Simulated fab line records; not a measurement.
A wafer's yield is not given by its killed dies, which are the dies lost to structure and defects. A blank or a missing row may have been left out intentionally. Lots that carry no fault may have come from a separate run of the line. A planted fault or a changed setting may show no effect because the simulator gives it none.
Matching of chambers    flow sky130    cmp-01 running SKY_VIA2_CMP_02: 4 sister chambers
The step polishes SiO2. 4 wafers are shown with their chamber, then 11 later ones without.

## WAFERS PAIRED WITH THEIR CHAMBERS
wafer   chamber  motor-current-A (A)
L086.4  2        10.3
L086.5  3        13.7
L086.6  0        10.4
L087.1  1        14.3

## WAFERS MISSING THEIR CHAMBER
wafer   motor-current-A (A)
L087.4  10.1
L087.6  13.3
L088.1  13.7
L088.3  10.6
L088.4  13.2
L094.2  13.7
L094.3  13.6
L094.6  11.0
L096.1  13.4
L096.3  10.5
L096.4  10.7

## CHAMBER TAKEN BY EACH
wafer   from the rows above      in truth
L087.4  can't be placed: 2 or 0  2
L087.6  can't be placed: 3 or 1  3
L088.1  can't be placed: 3 or 1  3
L088.3  can't be placed: 0 or 2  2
L088.4  can't be placed: 3 or 1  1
L094.2  can't be placed: 3 or 1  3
L094.3  can't be placed: 3 or 1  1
L094.6  can't be placed: 0 or 2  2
L096.1  can't be placed: 3 or 1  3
L096.3  can't be placed: 0 or 2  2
L096.4  can't be placed: 0 or 2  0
Placed correctly: 0 of 11. From these rows, 11 cannot be placed; in 11 the true chamber is one of the candidates. Placed wrongly: 0.
How it was worked out, from the rows above alone: a wafer's distance from a chamber is the root of the sum, over the readings, of the square of ((its reading less the chamber's mean) divided by the reading's scatter). If the next closest chamber is less than 2 further off than the closest, the wafer can't be placed; otherwise it belongs to the closest. Each chamber's mean is taken over the wafers shown for it. The scatter (one wafer shown for each chamber): square how far every hidden wafer sits from the nearest shown wafer, average those squares and take the square root.
